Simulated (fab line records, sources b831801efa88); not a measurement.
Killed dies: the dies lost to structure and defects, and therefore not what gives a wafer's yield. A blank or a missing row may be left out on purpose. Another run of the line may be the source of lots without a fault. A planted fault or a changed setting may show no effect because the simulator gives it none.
fab line records ; flow sky130
record lots=7; wafers=21; lastDay=50
route steps=708 shown SONOS_TUNNEL@166 SONOS_ONO@168 PAD_OPEN@708
lots that met no fault: taken from a fault-free run of the same line
startH: hours from the record's first day to the start of the lot's first wafer shown ; waitH: hours from the lot's prior step to this one ; " unchanged from the row above ; L1.1+2: a single row standing in for several wafers ; - value missing, or start not given ; * or withheld: withheld ; < > ~ a bound
route shown NAME@n: a module of which the file shows steps, and the number in the route of the first ; usual: mean and standard deviation over wafers with no fault ; same: alike in all rows ; chamber/n: place in a boat ; sites: per-site readings ; _std_site: the values' standard deviation ; _edge_site: mean of outer sites minus mean of inner sites ; radiusMm: for every site, how far away it sits from the centre of the wafer ; mask NAME#n: copy n ; behind: the last tool/chamber to shape the wafer ; hold: why the lot went on hold/how many hours it stayed there/how the hold came to an end ; device: which transistor (n, p or np) failed to switch ; end of line: tests run on the same wafers once the route is complete ; a step without rows: its recipe alone ; killed: dies lost to structure and defects at the first sort, not the wafer's yield ; map: the dies of a wafer, with x for killed, . for not killed, _ for no die there
set.NAME: the run value of the setting; set.NAME@STEP: its run value at that earlier step ; model.NAME: the simulator's own value behind a step, which no gauge read
lots seen at some steps along the route; tables by step, rows by wafer
services: from which hour (startH, from the record's first day; less than 0 if before it) a tool's chamber was out of use, for how many hours, and why
## steps
# step SKY_SONOS_TUNNEL_TW_MEAS_12
# usual SONOS_TUNNEL_TW=196.2/1.6
lot.wafer;tool;chamber;startH;waitH;SONOS_TUNNEL_TW
L253.2;filmMetro-03;-;264.05;0.0;196.3
L253.4;filmMetro-03;-;264.05;0.0;196.1
L253.5;filmMetro-03;-;264.05;0.0;196.9
L257.2;filmMetro-03;-;291.73;0.0;195.2
L257.5;filmMetro-03;-;291.73;0.0;194.8
L257.6;filmMetro-03;-;291.73;0.0;195.8
L258.2;filmMetro-04;-;298.66;0.0;193.9
L258.3;filmMetro-04;-;298.66;0.0;194.5
L258.6;filmMetro-04;-;298.66;0.0;194.7
L259.4;filmMetro-01;-;316.19;0.0;198.2
L259.5;filmMetro-01;-;316.19;0.0;198.9
L259.6;filmMetro-01;-;316.19;0.0;199.3
L260.4;filmMetro-04;-;334.87;0.0;194.3
L260.5;filmMetro-04;-;334.87;0.0;194.7
L260.6;filmMetro-04;-;334.87;0.0;194.0
L265.1;filmMetro-03;-;361.94;0.0;196.0
L265.3;filmMetro-03;-;361.94;0.0;194.4
L265.6;filmMetro-03;-;361.94;0.0;194.7
L274.1;filmMetro-03;-;429.82;0.0;194.5
L274.2;filmMetro-03;-;429.82;0.0;194.7
L274.3;filmMetro-03;-;429.82;0.0;194.8
# step SKY_SONOS_TUNNEL_CLEAN_13
# recipe chemistry=dHF; timeS=20; dilution=100:1; dry=ipaMarangoni
# step SKY_SONOS_ONO_OXIDATION_00
# recipe tempC=800; ambient=O2; idleTempC=700; rampUpCPerMin=10; rampDownCPerMin=3; stabiliseS=600; purgeS=300; targetThkA=26; oxTimeS=1249
# step SKY_SONOS_ONO_THK_MEAS_01
# recipe reads=SiO2_of_SONOS_ONO_OXIDATION_00
# usual SONOS_ONO_OXIDATION_THK=2.61/0.05
lot.wafer;tool;chamber;startH;waitH;SONOS_ONO_OXIDATION_THK[nm]
L253.2;filmMetro-01;-;265.57;0.0;2.63
L253.4;filmMetro-01;-;265.57;0.0;2.69
L253.5;filmMetro-01;-;265.57;0.0;2.62
L257.2;filmMetro-02;-;293.56;0.0;2.63
L257.5;filmMetro-02;-;293.56;0.0;2.62
L257.6;filmMetro-02;-;293.56;0.0;2.56
L258.2;filmMetro-02;-;302.94;0.0;2.59
L258.3;filmMetro-02;-;302.94;0.0;2.67
L258.6;filmMetro-02;-;302.94;0.0;2.61
L259.4;filmMetro-04;-;319.01;0.0;2.63
L259.5;filmMetro-04;-;319.01;0.0;2.61
L259.6;filmMetro-04;-;319.01;0.0;2.68
L260.4;filmMetro-01;-;336.84;0.0;2.61
L260.5;filmMetro-01;-;336.84;0.0;2.64
L260.6;filmMetro-01;-;336.84;0.0;2.57
L265.1;filmMetro-02;-;370.49;0.0;2.67
L265.3;filmMetro-02;-;370.49;0.0;2.66
L265.6;filmMetro-02;-;370.49;0.0;2.58
L274.1;filmMetro-04;-;432.86;0.0;2.67
L274.2;filmMetro-04;-;432.86;0.0;2.64
L274.3;filmMetro-04;-;432.86;0.0;2.68
# step SKY_SONOS_ONO_CVD_02
# recipe material=Si3N4; precursor=DCS/NH3; targetThkNm=10.5; tempC=770; timeS=180; pressureMtorr=250
# step SKY_SONOS_ONO_THK_MEAS_03
# recipe reads=Si3N4_of_SONOS_ONO_CVD_02
# usual SONOS_ONO_CVD_02_THK=10.46/0.11
lot.wafer;tool;chamber;startH;waitH;SONOS_ONO_CVD_02_THK[nm]
L253.2;filmMetro-04;-;266.88;0.0;10.34
L253.4;filmMetro-04;-;266.88;0.0;10.54
L253.5;filmMetro-04;-;266.88;0.0;10.54
L257.2;filmMetro-01;-;298.09;0.0;10.55
L257.5;filmMetro-01;-;298.09;0.0;10.65
L257.6;filmMetro-01;-;298.09;0.0;10.56
L258.2;filmMetro-01;-;304.05;0.0;10.55
L258.3;filmMetro-01;-;304.05;0.0;10.66
L258.6;filmMetro-01;-;304.05;0.0;10.42
L259.4;filmMetro-01;-;321.64;0.0;10.35
L259.5;filmMetro-01;-;321.64;0.0;10.39
L259.6;filmMetro-01;-;321.64;0.0;10.45
L260.4;filmMetro-01;-;338.46;0.0;10.34
L260.5;filmMetro-01;-;338.46;0.0;10.38
L260.6;filmMetro-01;-;338.46;0.0;10.34
L265.1;filmMetro-02;-;371.60;0.0;10.56
L265.3;filmMetro-02;-;371.60;0.0;10.61
L265.6;filmMetro-02;-;371.60;0.0;10.56
L274.1;filmMetro-04;-;435.18;0.0;10.30
L274.2;filmMetro-04;-;435.18;0.0;10.32
L274.3;filmMetro-04;-;435.18;0.0;10.36
# step SKY_SONOS_ONO_CVD_04
# recipe material=SiO2; precursor=SiH4/N2O; targetThkNm=5.7199; tempC=900; pressureMtorr=400
# step SKY_SONOS_ONO_THK_MEAS_05
# recipe reads=SiO2_of_SONOS_ONO_CVD_04
# usual SONOS_ONO_CVD_04_THK=5.75/0.099
lot.wafer;tool;chamber;startH;waitH;SONOS_ONO_CVD_04_THK[nm]
L253.2;filmMetro-04;-;268.19;0.0;5.64
L253.4;filmMetro-04;-;268.19;0.0;5.62
L253.5;filmMetro-04;-;268.19;0.0;5.57
L257.2;filmMetro-04;-;299.40;0.0;5.69
L257.5;filmMetro-04;-;299.40;0.0;5.72
L257.6;filmMetro-04;-;299.40;0.0;5.63
L258.2;filmMetro-04;-;305.36;0.0;5.59
L258.3;filmMetro-04;-;305.36;0.0;5.62
L258.6;filmMetro-04;-;305.36;0.0;5.77
L259.4;filmMetro-01;-;323.57;0.0;5.76
L259.5;filmMetro-01;-;323.57;0.0;5.83
L259.6;filmMetro-01;-;323.57;0.0;5.72
L260.4;filmMetro-04;-;339.77;0.0;5.89
L260.5;filmMetro-04;-;339.77;0.0;5.80
L260.6;filmMetro-04;-;339.77;0.0;5.86
L265.1;filmMetro-02;-;372.91;0.0;5.74
L265.3;filmMetro-02;-;372.91;0.0;5.79
L265.6;filmMetro-02;-;372.91;0.0;5.84
L274.1;filmMetro-02;-;436.67;0.0;5.86
L274.2;filmMetro-02;-;436.67;0.0;5.72
L274.3;filmMetro-02;-;436.67;0.0;5.90
# step SKY_SONOS_ONO_DEHYDRATE_06
# recipe tempC=200; timeS=60
# step SKY_SONOS_ONO_HMDS_07
# recipe primeTimeS=60; primeTempC=120
# step SKY_SONOS_ONO_COAT_08
# recipe resist=NOVOLAK; spinRpm=3000; resistThkNm=1140
# step SKY_SONOS_ONO_SOFTBAKE_09
# recipe tempC=90; timeS=60; resist=NOVOLAK
# step SKY_SONOS_ONO_EXPOSE_10
# recipe maskId=ONOM; targetCdNm=410; na=0.6; sourceShape=conventional; sigmaOuter=0.6; doseMj=150
# usual exposureDoseMJCm2=149.95/0.14
lot.wafer;tool;chamber;startH;waitH;mask;exposureDoseMJCm2
L253.2;ilineStepper-01;0;281.16;-;ONOM#0;149.84
L253.4;ilineStepper-01;0;281.16;-;ONOM#0;149.72
L253.5;ilineStepper-01;0;281.16;-;ONOM#0;150.05
L257.2;ilineStepper-02;0;312.86;-;ONOM#0;150.20
L257.5;ilineStepper-02;0;312.86;-;ONOM#0;150.12
L257.6;ilineStepper-02;0;312.86;-;ONOM#0;150.03
L258.2;ilineStepper-01;0;318.36;-;ONOM#0;159.66
L258.3;ilineStepper-01;0;318.36;-;ONOM#0;159.78
L258.6;ilineStepper-01;0;318.36;-;ONOM#0;159.73
L259.4;ilineStepper-01;0;337.18;-;ONOM#0;157.63
L259.5;ilineStepper-01;0;337.18;-;ONOM#0;157.71
L259.6;ilineStepper-01;0;337.18;-;ONOM#0;157.59
L260.4;ilineStepper-01;0;353.42;-;ONOM#0;156.23
L260.5;ilineStepper-01;0;353.42;-;ONOM#0;155.94
L260.6;ilineStepper-01;0;353.42;-;ONOM#0;155.97
L265.1;ilineStepper-02;0;386.27;-;ONOM#0;149.95
L265.3;ilineStepper-02;0;386.27;-;ONOM#0;149.94
L265.6;ilineStepper-02;0;386.27;-;ONOM#0;150.17
L274.1;ilineStepper-02;0;451.34;-;ONOM#0;149.83
L274.2;ilineStepper-02;0;451.34;-;ONOM#0;150.04
L274.3;ilineStepper-02;0;451.34;-;ONOM#0;149.75
# step SKY_SONOS_ONO_PEB_11
# recipe tempC=withheld; timeS=*; resist=NOVOLAK
# step SKY_SONOS_ONO_DEVELOP_12
# recipe developTimeS=60; devTempC=23
# step SKY_SONOS_ONO_CD_MEAS_13
# recipe targetCdNm=410
# usual cdNm=410.4/2
lot.wafer;tool;chamber;startH;waitH;cdNm
L253.2;cdSem-01;-;293.74;0.1;408.8
L253.4;cdSem-01;-;293.74;0.1;407.3
L253.5;cdSem-01;-;293.74;0.1;408.6
L257.2;cdSem-02;-;325.76;0.1;408.6
L257.5;cdSem-02;-;325.76;0.1;407.4
L257.6;cdSem-02;-;325.76;0.1;407.8
L258.2;cdSem-02;-;331.01;0.1;392.7
L258.3;cdSem-02;-;331.01;0.1;392.6
L258.6;cdSem-02;-;331.01;0.1;391.8
L259.4;cdSem-02;-;350.85;0.1;394.5
L259.5;cdSem-02;-;350.85;0.1;393.9
L259.6;cdSem-02;-;350.85;0.1;395.5
L260.4;cdSem-01;-;366.83;0.1;398.7
L260.5;cdSem-01;-;366.83;0.1;400.9
L260.6;cdSem-01;-;366.83;0.1;397.7
L265.1;cdSem-01;-;400.94;0.1;408.3
L265.3;cdSem-01;-;400.94;0.1;407.0
L265.6;cdSem-01;-;400.94;0.1;407.7
L274.1;cdSem-01;-;467.32;0.1;412.2
L274.2;cdSem-01;-;467.32;0.1;409.8
L274.3;cdSem-01;-;467.32;0.1;408.7
# step SKY_SONOS_ONO_OVL_MEAS_14
# usual SONOS_ONO_OVL=0.4/1.4
lot.wafer;tool;chamber;startH;waitH;SONOS_ONO_OVL[nm]
L253.2;overlay-01;-;293.85;0.1;-0.5
L253.4;overlay-01;-;293.85;0.1;1.9
L253.5;overlay-01;-;293.85;0.1;-1.0
L257.2;overlay-01;-;325.87;0.1;0.1
L257.5;overlay-01;-;325.87;0.1;-1.4
L257.6;overlay-01;-;325.87;0.1;1.7
L258.2;overlay-01;-;331.12;0.1;-0.8
L258.3;overlay-01;-;331.12;0.1;-1.6
L258.6;overlay-01;-;331.12;0.1;-0.8
L259.4;overlay-01;-;350.93;0.1;1.0
L259.5;overlay-01;-;350.93;0.1;-0.2
L259.6;overlay-01;-;350.93;0.1;2.2
L260.4;overlay-01;-;366.91;0.1;1.5
L260.5;overlay-01;-;366.91;0.1;1.6
L260.6;overlay-01;-;366.91;0.1;0.4
L265.1;overlay-01;-;401.06;0.1;0.7
L265.3;overlay-01;-;401.06;0.1;0.6
L265.6;overlay-01;-;401.06;0.1;0.1
L274.1;overlay-01;-;467.44;0.1;0.2
L274.2;overlay-01;-;467.44;0.1;-0.4
L274.3;overlay-01;-;467.44;0.1;0.8
# step SKY_SONOS_ONO_ETCH_15
# recipe targetDepthNm=19.52; chemistry=CHF3/O2; sourceW=600; biasW=200; pressureMtorr=40; chf3FlowSccm=50; O2_flow_sccm=5; timeS=7.8
# usual biasW=200.1/0.59; drypumpMotorCurrentA=5.6/0.42; oesProductAu=1.002/0.014; rfFwdPowerW=587.0/2.6; throttleValvePct=8.826/0.01
lot.wafer;tool;chamber;startH;waitH;biasW;drypumpMotorCurrentA;oesProductAu;rfFwdPowerW;rfHoursCounterH;throttleValvePct;model.SONOS_ONO.cdNm
L253.2;rieDiel-02;3;293.88;0.0;200.5;5.3;1.014;586.9;27;8.818;408.6
L253.4;rieDiel-02;1;293.88;0.0;200.9;6.1;1.012;586.1;6;8.833;407.3
L253.5;rieDiel-02;0;293.88;0.0;199.6;5.1;0.999;587.4;-;8.814;408.7
L257.2;rieDiel-02;0;325.90;0.0;200.0;5.1;0.986;589.9;59;8.840;408.7
L257.5;rieDiel-02;1;325.90;0.0;199.9;6.1;0.997;587.4;-;8.822;407.4
L257.6;rieDiel-02;0;325.90;0.0;199.7;5.1;0.990;585.7;-;8.828;407.6
L258.2;rieDiel-04;2;331.15;0.0;200.8;5.6;0.997;586.4;0;8.816;392.9
L258.3;rieDiel-04;1;331.15;0.0;199.8;6.1;1.020;583.4;102;8.838;392.5
L258.6;rieDiel-04;3;331.15;0.0;199.4;5.5;0.994;588.0;-;8.819;392
L259.4;rieDiel-02;3;350.95;0.0;200.9;5.3;1.008;587.6;28;8.830;394.2
L259.5;rieDiel-02;1;350.95;0.0;200.7;6.1;0.977;586.5;-;8.807;393.8
L259.6;rieDiel-02;2;350.95;0.0;199.9;5.1;1.024;583.7;-;8.814;395.1
L260.4;rieDiel-04;3;366.93;0.0;200.7;5.6;0.998;588.2;70;8.812;398.7
L260.5;rieDiel-04;1;366.93;0.0;199.6;6.1;1.021;586.5;-;8.810;401.4
L260.6;rieDiel-04;2;366.93;0.0;199.3;5.6;1.014;585.5;-;8.829;397.6
L265.1;rieDiel-01;0;401.10;0.0;200.1;6.1;0.982;585.7;1;8.814;408.3
L265.3;rieDiel-01;2;401.10;0.0;199.8;5.8;0.992;587.5;4;8.829;407
L265.6;rieDiel-01;0;401.10;0.0;199.6;6.1;0.978;583.3;-;8.814;407.2
L274.1;rieDiel-02;1;467.48;0.0;200.1;6.1;0.993;584.7;9;8.841;412.4
L274.2;rieDiel-02;2;467.48;0.0;200.8;5.1;1.024;583.5;88;8.839;409.8
L274.3;rieDiel-02;0;467.48;0.0;200.0;5.1;0.992;586.7;62;8.818;408.4
# step SKY_SONOS_ONO_WET_ETCH_16
# recipe chemistry=dHF; targetDepthNm=14; dry=n2Spin; target=SiO2; dilution=100:1; tempC=25; timeS=280
# step SKY_PAD_OPEN_PROBE_99
# usual killed_at_M0_to_M3=46/6.7; killed_at_M4_up=3.3/2; killedAtContacts=24/5.4; killedAtFrontEnd=15/4.3; killedAtOther=0.4/0.64; killedDies=89/9.1; killedOpen=48/7.2; killedShort=40/6.3
# same grossDies=492; killedAtBackSide=0
lot.wafer;tool;chamber;startH;waitH;killed_at_M0_to_M3;killed_at_M4_up;killedAtContacts;killedAtFrontEnd;killedAtOther;killedDies;killedOpen;killedShort
L258.2;prober-02;-;1130.51;0.1;42;6;21;19;0;88;51;34
L258.3;prober-02;-;1130.56;0.2;63;5;15;22;0;105;71;34
L258.6;prober-02;-;1130.71;0.2;55;0;32;15;0;102;53;48
L259.4;prober-01;-;1136.31;0.2;40;2;24;18;0;84;44;40
L259.5;prober-01;-;1136.36;0.2;38;1;17;15;1;72;36;36
L259.6;prober-01;-;1136.41;0.2;52;3;16;11;0;82;45;37
L260.4;prober-02;-;1152.25;0.2;42;3;26;18;1;90;56;34
L260.5;prober-02;-;1152.30;0.2;46;5;17;22;1;91;50;41
L260.6;prober-02;-;1152.35;0.2;49;2;26;9;0;86;51;35
L265.1;prober-01;-;1167.22;0.1;36;1;20;13;0;70;41;29
L265.3;prober-01;-;1167.32;0.2;49;3;10;24;0;86;42;43
L265.6;prober-01;-;1167.47;0.2;44;5;24;15;0;88;43;45
L274.1;prober-01;-;1209.31;0.1;43;3;21;19;1;87;36;51
L274.2;prober-01;-;1209.36;0.1;46;2;23;15;0;86;48;38
L274.3;prober-01;-;1209.41;0.2;47;4;22;22;0;95;49;46
# killed by level:class
L258.2 VIA1:geometricParticle:open=15 LI_CONTACT:geometricParticle:open=7 FIELD_ISO:geometricParticle:open=6 VIA1:geometricParticle:short=6 FIELD_ISO:geometricParticle:short=5 CONTACT:geometricParticle:open=5 VIA2:geometricParticle:open=5 METAL2:geometricParticle:short=5
L258.3 VIA1:geometricParticle:open=19 VIA2:geometricParticle:open=10 METAL1:geometricParticle:short=9 FIELD_ISO:geometricParticle:open=8 CONTACT:geometricParticle:open=7 POLY_GATE:geometricParticle:open=6 LI_CONTACT:geometricParticle:open=6 METAL2:geometricParticle:short=6
L258.6 VIA1:geometricParticle:open=14 LOCAL_INTERCONNECT:geometricParticle:short=11 VIA2:geometricParticle:open=10 LI_CONTACT:geometricParticle:open=8 VIA1:geometricParticle:short=7 METAL1:geometricParticle:short=6 POLY_GATE:geometricParticle:open=5 CONTACT:geometricParticle:short=5
L259.4 VIA1:geometricParticle:open=11 VIA3:geometricParticle:open=7 LI_CONTACT:geometricParticle:open=6 CONTACT:geometricParticle:open=6 CONTACT:geometricParticle:short=6 FIELD_ISO:geometricParticle:short=5 LI_CONTACT:geometricParticle:short=5 FIELD_ISO:geometricParticle:open=4
L259.5 VIA1:geometricParticle:open=8 LI_CONTACT:geometricParticle:open=6 CONTACT:geometricParticle:short=6 METAL1:geometricParticle:short=6 VIA1:geometricParticle:short=5 VIA2:geometricParticle:open=5 FIELD_ISO:geometricParticle:short=4 SPACER:geometricParticle:short=4
L259.6 VIA1:geometricParticle:open=13 VIA2:geometricParticle:open=10 CONTACT:geometricParticle:open=7 METAL1:geometricParticle:short=6 VIA3:geometricParticle:open=6 FIELD_ISO:geometricParticle:short=5 METAL2:geometricParticle:short=5 CONTACT:geometricParticle:short=4
L260.4 VIA1:geometricParticle:open=12 POLY_GATE:geometricParticle:open=8 CONTACT:geometricParticle:open=7 LI_CONTACT:geometricParticle:open=6 CONTACT:geometricParticle:short=6 VIA3:geometricParticle:open=6 VIA2:geometricParticle:open=5 VIA1:geometricParticle:short=4
L260.5 FIELD_ISO:geometricParticle:open=10 VIA1:geometricParticle:open=9 VIA2:geometricParticle:open=8 CONTACT:geometricParticle:open=8 METAL1:geometricParticle:short=6 VIA2:geometricParticle:short=5 METAL2:geometricParticle:short=5 FIELD_ISO:geometricParticle:short=4
L260.6 CONTACT:geometricParticle:open=12 VIA1:geometricParticle:open=9 VIA2:geometricParticle:open=8 VIA3:geometricParticle:open=7 VIA1:geometricParticle:short=7 LI_CONTACT:geometricParticle:short=6 VIA2:geometricParticle:short=6 FIELD_ISO:geometricParticle:open=5
L265.1 CONTACT:geometricParticle:open=10 VIA1:geometricParticle:open=9 VIA2:geometricParticle:open=6 VIA1:geometricParticle:short=4 LI_CONTACT:geometricParticle:open=4 LOCAL_INTERCONNECT:geometricParticle:short=4 FIELD_ISO:geometricParticle:short=3 FIELD_ISO:geometricParticle:open=3
L265.3 VIA1:geometricParticle:short=8 VIA2:geometricParticle:open=8 VIA1:geometricParticle:open=7 METAL2:geometricParticle:short=7 SPACER:geometricParticle:open=6 METAL1:geometricParticle:short=6 POLY_GATE:geometricParticle:short=4 POLY_GATE:geometricParticle:open=4
L265.6 CONTACT:geometricParticle:open=13 METAL3:geometricParticle:short=8 VIA2:geometricParticle:open=7 VIA1:geometricParticle:short=6 POLY_GATE:geometricParticle:short=5 VIA1:geometricParticle:open=5 METAL2:geometricParticle:short=4 CONTACT:geometricParticle:short=4
L274.1 VIA1:geometricParticle:open=8 CONTACT:geometricParticle:short=6 METAL3:geometricParticle:short=6 POLY_GATE:geometricParticle:open=5 POLY_GATE:geometricParticle:short=5 LI_CONTACT:geometricParticle:short=5 VIA2:geometricParticle:open=5 METAL1:geometricParticle:open=5
L274.2 VIA1:geometricParticle:open=13 CONTACT:geometricParticle:open=10 VIA2:geometricParticle:open=9 METAL1:geometricParticle:short=6 FIELD_ISO:geometricParticle:open=5 POLY_GATE:geometricParticle:open=4 CONTACT:geometricParticle:short=4 VIA2:geometricParticle:short=4
L274.3 METAL2:geometricParticle:short=10 VIA1:geometricParticle:open=8 VIA3:geometricParticle:open=7 POLY_GATE:geometricParticle:open=7 LI_CONTACT:geometricParticle:open=7 VIA1:geometricParticle:short=7 CONTACT:geometricParticle:open=6 SPACER:geometricParticle:short=5
## services
tool;chamber;startH;hours;kind
ilineStepper-02;0;288.56;-;calibration
ilineStepper-01;-;295.13;1.7;pm
rieDiel-04;2;299.86;-;clean
rieDiel-04;2;299.86;24.7;scheduledDown
rieDiel-04;2;299.86;24.7;ventCycle
rieDiel-01;2;304.52;34.0;repair
rieDiel-02;3;338.93;2.5;repair
rieDiel-01;3;346.51;3.4;repair
ilineStepper-02;-;352.29;6.5;repair
rieDiel-04;1;357.00;1.3;repair
ilineStepper-01;0;383.02;-;calibration
rieDiel-04;-;387.11;2.8;pm
rieDiel-04;2;390.21;1.2;repair
rieDiel-04;1;403.99;2.9;repair
rieDiel-01;3;419.32;35.4;repair
rieDiel-04;1;434.54;-;clean
rieDiel-04;1;434.54;14.4;scheduledDown
rieDiel-04;1;434.54;14.4;ventCycle
ilineStepper-02;-;443.56;1.7;pm
rieDiel-04;0;448.97;-;clean
rieDiel-04;0;448.97;17.7;scheduledDown
rieDiel-04;-;455.16;14.6;pm
ilineStepper-01;-;464.77;0.8;pm
rieDiel-02;3;467.47;5.6;repair
## key
firstSign step=SKY_SONOS_ONO_EXPOSE_10; reading=exposureDoseMJCm2; direction=up; sigmas=56; usual=*; struck=*
effect step=SKY_SONOS_ONO_CD_MEAS_13; reading=cdNm; direction=down; sigmas=7.3; usual=410.4; struck=395.4; through=controlLoop
modelEffect step=SKY_SONOS_ONO_ETCH_15; value=SONOS_ONO.cdNm; without=409.7; struck=395.4
metAt SKY_SONOS_ONO_EXPOSE_10
struckWafers L258.2,L258.3,L258.6,L259.4,L259.5,L259.6,L260.4,L260.5,L260.6
testerLeftOut L258,L259,L260
loopTrim step=SKY_SONOS_ONO_EXPOSE_10; setting=dose; lots=L259,L260
onsetBetween 281.16 318.36
fault kind=processParameterDrift; tool=ilineStepper-01; chamber=-; onsetH=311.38; steps=SKY_SONOS_ONO_EXPOSE_10; channel=doseMj; offset=9.6516; shape=step; actsIn=theseRecipesOnly; stated=150
# testerLeftOut: of these lots the tester's yield and bins aren't shown, on N5 and GAA mostly nor the transistor test; their killed dies are dies lost to structure and defects alone, not to doping, threshold or leakage, so they don't give the yield
# loopTrim: a control loop set the setting to another value than it would have without faults
